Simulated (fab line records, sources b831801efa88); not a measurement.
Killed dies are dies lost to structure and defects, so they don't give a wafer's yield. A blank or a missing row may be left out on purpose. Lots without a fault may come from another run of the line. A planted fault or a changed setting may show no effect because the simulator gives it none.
Chamber matching | flow sky130 | SKY_VIA2_ETCH_14 on rie_diel-01: 4 sister chambers
The step etches BARC in N2/H2, stops on SiO2, time 45.9 s, target depth 60 nm. 18 wafers are shown with their chamber, then 9 later ones without.

WAFERS WITH THEIR CHAMBER
wafer  | chamber | drypump_motor_current_A (A) | oes_product_au (a.u.) | throttle_valve_pct (%)
L076.1 | 1       | 6.4                         | 0.863                 | 13.215
L076.2 | 3       | 6.0                         | 0.856                 | 13.218
L076.5 | 0       | 5.4                         | 0.856                 | 13.218
L077.4 | 1       | 6.4                         | 0.865                 | 13.228
L077.5 | 3       | 6.0                         | 0.860                 | 13.219
L077.6 | 2       | 6.4                         | 0.853                 | 13.232
L079.4 | 1       | 6.5                         | 0.860                 | 13.237
L079.5 | 3       | 6.0                         | 0.860                 | 13.211
L079.6 | 2       | 6.4                         | 0.855                 | 13.211
L081.3 | 1       | 6.4                         | 0.854                 | 13.216
L081.5 | 0       | 5.4                         | 0.860                 | 13.224
L081.6 | 3       | 6.0                         | 0.857                 | 13.222
L082.3 | 3       | 6.0                         | 0.846                 | 13.225
L082.5 | 3       | 6.0                         | 0.847                 | 13.234
L082.6 | 1       | 6.4                         | 0.854                 | 13.225
L084.1 | 2       | 6.4                         | 0.844                 | 13.215
L084.3 | 0       | 5.4                         | 0.841                 | 13.214
L084.5 | 2       | 6.4                         | 0.851                 | 13.230

SIGNATURES (means of the wafers above)
reading                 | chamber 0 | chamber 1 | chamber 2 | chamber 3 | scatter within a chamber
drypump_motor_current_A | 5.400     | 6.420     | 6.400     | 6.000     | 0.0239
oes_product_au          | 0.85233   | 0.85920   | 0.85075   | 0.85433   | 0.00638
throttle_valve_pct      | 13.21867  | 13.22420  | 13.22200  | 13.22150  | 0.00851
Rule: a wafer's distance from a chamber is the root of the sum, over the readings, of the square of ((its reading less the chamber's mean) divided by the reading's scatter). The wafer belongs to the nearest chamber; if the next one is less than 2 further off, it can't be placed. The scatter: the root of (the sum of the squares of (reading less its chamber's mean) over the shown wafers, divided by (wafers less chambers)).

WAFERS WITHOUT THEIR CHAMBER
wafer  | drypump_motor_current_A (A) | oes_product_au (a.u.) | throttle_valve_pct (%)
L092.2 | 6.4                         | 0.851                 | 13.225
L092.4 | 6.0                         | 0.858                 | 13.241
L092.5 | 6.0                         | 0.855                 | 13.212
L093.2 | 5.4                         | 0.858                 | 13.228
L093.3 | 6.4                         | 0.853                 | 13.232
L093.6 | 6.0                         | 0.848                 | 13.220
L094.1 | 5.4                         | 0.860                 | 13.228
L094.2 | 6.0                         | 0.856                 | 13.239
L094.3 | 6.4                         | 0.857                 | 13.233

WHICH CHAMBER EACH WENT THROUGH
wafer  | from the rows above     | in truth
L092.2 | can't be placed: 2 or 1 | 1
L092.4 | 3                       | 3
L092.5 | 3                       | 3
L093.2 | 0                       | 0
L093.3 | can't be placed: 2 or 1 | 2
L093.6 | 3                       | 3
L094.1 | 0                       | 0
L094.2 | 3                       | 3
L094.3 | can't be placed: 1 or 2 | 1
Placed correctly: 6 of 9. Can't be placed from these rows: 3 (the true chamber is among the candidates in 3). Placed wrongly: 0.
